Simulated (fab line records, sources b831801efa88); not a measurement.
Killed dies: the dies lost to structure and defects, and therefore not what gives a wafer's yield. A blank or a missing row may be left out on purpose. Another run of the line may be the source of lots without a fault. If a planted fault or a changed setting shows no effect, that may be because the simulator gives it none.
A single fault, viewed from 2 desks -- flow gf180mcu -- what lay behind the numbers comes last; until then each desk has only its own

== AT THE TOOL OWNER'S DESK: pvd-sputter-04 ==
The tool's own readings at GF_M4_SPUTTER_02 (material AlCu, target thk 450 nm, time 23.9 s): means of the sampled wafers that have a number, for each lot that ran on this tool. A lot is out of limits, marked OUT, if its mean lies more than 4 standard deviations from the usual mean; the brackets give that distance.
Columns: A = chamber-pressure-pa at GF_M4_SPUTTER_02, usual 0.3999 Pa; B = throttle-valve-pct at GF_M4_SPUTTER_02, usual 30.4 %
lot,first seen here,A,B
L477,day 22 02:14,0.3994,29.6
L480,day 23 09:08,0.3997,29.6
L482,day 24 07:25,0.3996,30.1
L484,day 25 00:12,0.3992,30.0
L500,day 30 01:17,0.3996,29.6
This desk's verdict: no lot among the 5 shows anything out of limits.

== THE METROLOGY DESK ==
Lot by lot, what the gauges showed, no matter which tool ran the lot: averages of those sampled wafers that carry a number. A lot is out of limits, marked OUT, if its mean lies more than 4 standard deviations from the usual mean; the brackets give that distance.
Columns: A = M4_ALCU_RS at GF_M4_RS_MEAS_05, usual 0.0694 ohm/sq; B = M4_ALCU_THK at GF_M4_THK_MEAS_06, usual 450 nm
lot,first seen here,A,B
L477,day 22 02:22,0.0694,446
L480,day 23 09:14,0.0688,452
L482,day 24 07:30,0.0695,449
L484,day 25 00:17,0.0690,453
L487,day 26 00:50,0.0699,443
L488,day 26 07:49,0.0695,450
L490,day 26 22:51,0.0683,459
L491,day 27 05:26,0.0698,448
L494,day 28 18:37,0.0682,455
L500,day 30 01:23,0.0885 (+20) OUT,384 (-10) OUT
This desk finds L500 out of limits, with the earliest case on L500 at day 30 01:23 (M4_ALCU_RS at GF_M4_RS_MEAS_05). In limits: L477, L480, L482, L484, L487, L488, L490, L491, L494.

== TAKEN TOGETHER ==
The metrology desk could have raised an alarm at day 30 01:23, on L500.
The desk of the tool owner found nothing out of limits.
Tool owner's desk: L500 on record, inside its limits.
On pvd-sputter-04, each named lot ran GF_M4_SPUTTER_02.

== WHAT WAS PUT IN BY THE SIMULATOR ==
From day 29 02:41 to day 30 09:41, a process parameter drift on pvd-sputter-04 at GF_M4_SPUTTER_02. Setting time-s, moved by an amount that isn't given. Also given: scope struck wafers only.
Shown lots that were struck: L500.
Time in hours between the start of the fault and the first out-of-limits reading at each desk: metrology desk, 23.
